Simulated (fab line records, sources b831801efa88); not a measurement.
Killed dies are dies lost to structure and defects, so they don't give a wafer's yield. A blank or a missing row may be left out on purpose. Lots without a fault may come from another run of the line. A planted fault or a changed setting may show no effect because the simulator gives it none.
fab line records | flow sky130
record lots=12 wafers=36 last_day=50
route steps=708 shown FIELD_ISO@16 DNWELL@35 PWDE@54 NWELL@81 PAD_OPEN@708
lots that met no fault: from a run of the same line without faults
start_h: hours from the record's first day to the start of the lot's first wafer shown | wait_h: hours since the lot's step before | " the same as in the row above | L1.1+2: a row that stands for several wafers | - no value, or no start given | * or withheld: withheld | < > ~ a bound
route shown NAME@n: a module of which the file shows steps, and the number in the route of the first | usual: mean/standard deviation of fault-free wafers | same: alike in all rows | chamber/n: place in a boat | sites: the reading at each site | _std_site: their standard deviation | _edge_site: outer sites' mean less inner sites' | radius_mm: how far each site lies from the wafer's centre | mask NAME#n: copy n | behind: the tool/chamber that last shaped the wafer | hold: why the lot was held/for how many hours/how that ended | device: the transistor (n, p or np) that didn't switch | end of line: the same wafers' tests at the end of the route | a step without rows: its recipe alone | killed: dies lost to structure and defects at the first sort, not the wafer's yield | map: a wafer's dies, x killed, . not, _ none there
set.NAME: the setting as run; set.NAME@STEP: as run at that earlier step | model.NAME: the simulator's own value behind a step, which no gauge read
steps of the route over a sample of lots; a table a step, a row a wafer
services: from which hour (start_h, from the record's first day; less than 0 if before it) a tool's chamber was out of use, for how many hours, and why
## steps
# step SKY_FIELD_ISO_ETCH_15
# recipe chemistry=CHF3/O2 target_depth_nm=180 stop_on=Si source_w=600 bias_w=200 pressure_mtorr=40 chf3_flow_sccm=50 O2_flow_sccm=5 time_s=72
# usual O2_flow_sccm=4.999/0.016 drypump_motor_current_A=5.7/0.34 oes_product_au=0.944/0.0059 throttle_valve_pct=8.843/0.0089
# columns lot.wafer tool chamber start_h wait_h O2_flow_sccm drypump_motor_current_A oes_product_au rf_hours_counter_h throttle_valve_pct
L359.1 rie_diel-01 0 28.13 0.0 4.989 5.5 0.940 146 8.826
L359.3 " 3 " " 5.002 5.3 0.940 171 8.850
L359.5 " 0 " " 4.981 5.5 0.938 - 8.842
L362.3 rie_diel-02 1 47.67 0.0 5.018 6.1 0.944 156 8.843
L362.4 " 0 " " 5.002 5.5 0.943 125 8.845
L362.6 " 0 " " 4.988 5.4 0.938 - 8.838
L363.2 rie_diel-04 3 49.37 0.0 5.006 5.9 0.948 1 8.848
L363.4 " 1 " " 4.986 5.2 0.947 3 8.847
L363.6 " 0 " " 4.950 5.5 0.944 - 8.845
L364.1 rie_diel-01 2 54.97 0.0 5.009 5.8 0.938 14 8.822
L364.5 " 2 " " 5.022 5.9 0.943 - 8.836
L364.6 " 1 " " 5.005 5.8 0.937 - 8.815
L366.1 rie_diel-04 3 66.34 0.0 4.986 5.9 0.937 2 8.851
L366.2 " 0 " " 5.001 5.5 0.946 141 8.834
L366.3 " 2 " " 5.012 6.3 0.946 4 8.852
L367.1 rie_diel-01 1 70.61 0.0 5.008 5.8 0.948 75 8.842
L367.3 " 2 " " 5.026 5.8 0.949 14 8.843
L367.6 " 2 " " 5.040 5.8 0.947 - 8.841
L371.1 rie_diel-02 2 90.67 0.0 4.997 5.2 0.946 105 8.841
L371.4 " 1 " " 5.005 6.1 0.947 157 8.842
L371.5 " 3 " " 4.994 5.5 0.945 - 8.849
L378.1 rie_diel-04 1 127.37 0.0 4.997 5.2 0.937 5 8.836
L378.2 " 3 " " 5.006 5.9 0.940 3 8.836
L378.5 " 1 " " 5.031 5.2 0.948 - 8.852
L379.1 rie_diel-02 2 132.39 0.0 5.013 5.3 0.941 105 8.857
L379.3 " 0 " " 4.986 5.4 0.934 126 8.830
L379.5 " 0 " " 4.975 5.5 0.946 - 8.853
L380.3 rie_diel-04 2 144.38 0.0 4.981 6.3 0.937 6 8.842
L380.4 " 3 " " 4.994 5.9 0.932 3 8.859
L380.6 " 2 " " 4.986 6.4 0.947 - 8.845
L381.2 rie_diel-01 2 145.63 0.0 4.999 5.8 0.952 16 8.839
L381.3 " 1 " " 5.002 5.8 0.949 77 8.850
L381.5 " 3 " " 5.000 5.3 0.959 - 8.842
L382.4 rie_diel-04 0 150.24 0.0 4.991 5.5 0.950 143 8.843
L382.5 " 2 " " 5.014 6.4 0.952 - 8.847
L382.6 " 3 " " 4.992 5.9 0.949 - 8.844
# step SKY_DNWELL_DEHYDRATE_00
# recipe temp_c=200 time_s=60
# usual heater_power_total_W=160.39/0.13 plate_temp_C=199.95/0.14 run_length_s=89.28/0.16
# columns lot.wafer tool chamber start_h wait_h heater_power_total_W plate_temp_C run_length_s
L359.1 litho_track-01 0 44.83 7.9 160.16 200.19 89.48
L359.3 " 0 " " 160.46 199.97 89.26
L359.5 " 0 " " 160.43 199.94 89.26
L362.3 litho_track-01 0 62.93 8.0 160.25 199.77 89.27
L362.4 " 0 " " 160.52 199.93 89.22
L362.6 " 0 " " 160.49 200.09 89.24
L363.2 litho_track-03 0 64.09 7.8 160.28 199.79 89.47
L363.4 " 0 " " 160.18 199.92 89.54
L363.6 " 0 " " 160.50 199.84 89.34
L364.1 litho_track-02 0 70.33 6.8 160.49 199.85 89.06
L364.5 " 0 " " 160.62 199.88 89.10
L364.6 " 0 " " 160.55 199.91 89.08
L366.1 litho_track-01 0 81.53 8.3 160.09 199.85 89.23
L366.2 " 0 " " 160.56 199.81 89.31
L366.3 " 0 " " 160.30 199.82 89.27
L367.1 litho_track-01 0 83.43 7.1 160.35 199.73 89.24
L367.3 " 0 " " 160.36 199.96 89.29
L367.6 " 0 " " 173.43 - 76.67
L371.1 litho_track-01 0 105.58 7.8 160.49 199.96 89.44
L371.4 " 0 " " 160.27 200.13 89.40
L371.5 " 0 " " 173.08 - 76.57
L378.1 litho_track-02 0 145.63 8.3 160.33 199.82 88.98
L378.2 " 0 " " 160.26 200.09 88.99
L378.5 " 0 " " 160.26 200.04 89.05
L379.1 litho_track-03 0 152.06 9.0 160.53 200.13 89.33
L379.3 " 0 " " 160.28 200.07 89.32
L379.5 " 0 " " 160.58 199.93 89.46
L380.3 litho_track-02 0 161.18 9.2 160.59 199.98 89.05
L380.4 " 0 " " 160.29 200.05 89.11
L380.6 " 0 " " 160.41 200.41 89.21
L381.2 litho_track-02 0 162.86 9.3 160.41 199.98 89.26
L381.3 " 0 " " 160.45 199.94 89.04
L381.5 " 0 " " 160.43 199.99 89.20
L382.4 litho_track-01 0 166.55 9.1 160.55 199.87 89.51
L382.5 " 0 " " 160.43 199.79 89.50
L382.6 " 0 " " 160.33 199.89 89.42
# step SKY_PWDE_STRIP_09
# recipe chemistry=O2/N2 power_w=1400 pressure_mtorr=1500 platen_temp_c=withheld o2_flow_sccm=3000 n2_flow_sccm=300 overash_fraction=0.5
# usual drypump_motor_current_A=5.4/0.44 oes_product_au=0.723/0.0048 strip_time_to_endpoint_s=36.93/0.091
# columns lot.wafer tool chamber start_h wait_h drypump_motor_current_A oes_product_au rf_hours_counter_h strip_time_to_endpoint_s
L359.1 plasma_asher-01 1 69.61 0.1 5.9 0.727 40 36.96
L359.3 " 0 " " 5.5 0.715 - 36.95
L359.5 " 1 " " 5.8 0.726 - 36.95
L362.3 plasma_asher-01 0 88.30 0.1 5.5 0.726 - 36.98
L362.4 " 1 " " 5.8 0.722 - 36.97
L362.6 " 0 " " 5.5 0.719 - 37.07
L363.2 plasma_asher-01 0 89.31 0.1 5.5 0.723 42 36.90
L363.4 " 0 " " 5.5 0.725 - 36.90
L363.6 " 0 " " 5.4 0.728 - 36.80
L364.1 plasma_asher-02 1 97.21 0.1 5.2 0.722 43 36.79
L364.5 " 1 " " 5.2 0.726 - 36.77
L364.6 " 0 " " 6.3 0.723 - 36.83
L366.1 plasma_asher-03 1 108.06 0.1 5.1 0.726 28 37.08
L366.2 " 0 " " 5.0 0.715 28 36.94
L366.3 " 0 " " 5.0 0.716 - 37.05
L367.1 plasma_asher-03 0 110.31 0.1 5.0 0.724 28 36.87
L367.3 " 1 " " 5.1 0.720 - 36.87
L367.6 " 0 " " 5.0 0.717 - 36.94
L371.1 plasma_asher-01 1 134.81 0.1 5.9 0.715 47 36.88
L371.4 " 0 " " 5.4 0.722 - 36.80
L371.5 " 1 " " 5.8 0.724 - 36.83
L378.1 plasma_asher-03 1 176.81 0.1 5.1 0.721 34 37.06
L378.2 " 0 " " 5.0 0.723 34 36.99
L378.5 " 1 " " 5.1 0.728 - 36.94
L379.1 plasma_asher-03 1 183.31 0.1 5.1 0.720 35 37.02
L379.3 " 1 " " 5.1 0.727 - 36.85
L379.5 " 1 " " 5.0 0.714 - 36.98
L380.3 plasma_asher-02 0 193.20 0.1 6.3 0.732 - 36.97
L380.4 " 1 " " 5.2 0.729 - 37.02
L380.6 " 1 " " 5.2 0.725 - 37.07
L381.2 plasma_asher-03 1 194.97 0.1 5.1 0.722 36 36.83
L381.3 " 1 " " 5.1 0.715 - 36.88
L381.5 " 1 " " 5.1 0.721 - 36.80
L382.4 plasma_asher-01 1 199.79 0.1 5.9 0.727 - 36.98
L382.5 " 0 " " 5.4 0.728 - 36.85
L382.6 " 1 " " 5.8 0.721 - 36.89
# step SKY_NWELL_RTA_28
# recipe temp_c=1050 time_s=30 idle_temp_c=650 ramp_up_c_per_s=150 ramp_down_c_per_s=90 ambient=N2
# usual lamp_power_pct=25.29/0.055 wafer_temp_C_max=1054.8/0.86
# columns lot.wafer tool chamber start_h wait_h lamp_power_pct wafer_temp_C_max
L359.1 rtp_anneal-02 0 104.02 0.0 25.30 1053.9
L359.3 " 0 " " 25.30 1052.7
L359.5 " 0 " " 25.32 1054.2
L362.3 rtp_anneal-02 0 125.45 0.0 25.36 1055.1
L362.4 " 0 " " 25.40 1055.4
L362.6 " 0 " " 25.28 1055.5
L363.2 rtp_anneal-02 0 127.03 0.0 25.36 1054.8
L363.4 " 0 " " 25.31 1054.2
L363.6 " 0 " " 25.20 1054.7
L364.1 rtp_anneal-01 0 134.96 0.0 25.25 1053.6
L364.5 " 0 " " 25.28 1054.8
L364.6 " 0 " " 25.22 1054.5
L366.1 rtp_anneal-01 0 146.57 0.0 25.20 1055.3
L366.2 " 0 " " 25.31 1054.3
L366.3 " 0 " " 25.26 1057.0
L367.1 rtp_anneal-02 0 147.88 0.0 25.30 1054.7
L367.3 " 0 " " 25.41 1056.3
L367.6 " 0 " " 25.22 1054.0
L371.1 rtp_anneal-02 0 175.57 0.0 25.28 1054.5
L371.4 " 0 " " 25.22 1055.8
L371.5 " 0 " " 25.32 1054.5
L378.1 rtp_anneal-01 0 220.93 0.0 25.27 1054.3
L378.2 " 0 " " 25.30 1055.7
L378.5 " 0 " " 25.29 1054.5
L379.1 rtp_anneal-01 0 228.02 0.0 25.34 1054.7
L379.3 " 0 " " 25.30 1054.9
L379.5 " 0 " " 25.33 1053.2
L380.3 rtp_anneal-02 0 238.50 0.0 25.40 1053.6
L380.4 " 0 " " 25.28 1054.3
L380.6 " 0 " " 25.29 1055.0
L381.2 rtp_anneal-01 0 240.19 0.0 25.27 1055.8
L381.3 " 0 " " 25.24 1055.7
L381.5 " 0 " " 25.23 1055.1
L382.4 rtp_anneal-02 0 246.21 0.1 25.25 1053.3
L382.5 " 0 " " 25.15 1053.7
L382.6 " 0 " " 25.33 1056.3
# step SKY_PAD_OPEN_PROBE_99
# usual killed_at_M0_to_M3=44/7.5 killed_at_M4_up=3.2/1.9 killed_at_contacts=23/4.7 killed_at_front_end=15/4.7 killed_at_other=0.4/0.66 killed_dies=87/9.3 killed_open=47/7.2 killed_short=39/6.5
# same gross_dies=492 killed_at_back_side=0
# columns lot.wafer tool chamber start_h wait_h killed_at_M0_to_M3 killed_at_M4_up killed_at_contacts killed_at_front_end killed_at_other killed_dies killed_open killed_short
L366.1 prober-01 - 1115.89 0.1 40 3 22 16 0 81 52 29
# killed by level:class
L366.1 LI_CONTACT:geometric_particle:open=10 VIA1:geometric_particle:open=9 CONTACT:geometric_particle:open=7 METAL1:geometric_particle:short=6 VIA3:geometric_particle:open=5 METAL1:geometric_particle:open=4 METAL2:geometric_particle:short=4 FIELD_ISO:geometric_particle:open=3
## services
# columns tool chamber start_h hours kind
rie_diel-04 - 26.36 2.8 pm
plasma_asher-03 - 32.41 6.9 repair
plasma_asher-02 - 38.24 2.9 repair
rie_diel-02 - 38.45 0.6 repair
rie_diel-04 2 52.34 5.3 repair
rie_diel-02 - 57.19 2.8 pm
plasma_asher-03 - 62.47 7.7 repair
rtp_anneal-02 - 63.26 5.0 pm
rie_diel-02 - 65.11 15.6 pm
rie_diel-01 3 66.76 - clean
plasma_asher-03 - 93.07 11.2 repair
plasma_asher-02 - 108.75 9.0 pm
plasma_asher-01 - 118.79 2.6 repair
plasma_asher-03 - 123.14 0.8 repair
rie_diel-04 - 134.78 0.1 repair
rie_diel-02 1 149.91 5.9 repair
rie_diel-04 3 170.46 4.2 repair
rie_diel-02 - 191.68 3.5 repair
rie_diel-04 0 215.41 - clean
rie_diel-04 0 215.41 13.5 scheduled_down
rie_diel-04 0 215.41 13.5 vent_cycle
plasma_asher-01 - 229.29 2.8 pm
litho_track-01 - 230.05 - consumable_replace:filter
rie_diel-04 3 240.44 10.1 repair
## key
first_sign step=SKY_DNWELL_DEHYDRATE_00 reading=heater_power_total_W direction=up sigmas=99+ usual=* struck=*
effect step=SKY_DNWELL_DEHYDRATE_00 reading=run_length_s direction=down sigmas=80 usual=* struck=*
met_at SKY_DNWELL_DEHYDRATE_00
struck_lots L367,L371
struck_wafers L367.6,L371.5
tester_left_out L367,L371
not_acting_at SKY_FIELD_ISO_ETCH_15,SKY_PWDE_STRIP_09,SKY_NWELL_RTA_28
onset_between 81.53 83.43
fault kind=process_parameter_drift tool=litho_track-01 chamber=- onset_h=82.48 steps=SKY_DNWELL_DEHYDRATE_00 channel=time_s offset=* shape=step end_h=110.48 scope=struck_wafers_only acts_in=* stated=*
# tester_left_out: of these lots the tester's yield and bins aren't shown, on N5 and GAA mostly nor the transistor test; their killed dies are dies lost to structure and defects alone, not to doping, threshold or leakage, so they don't give the yield
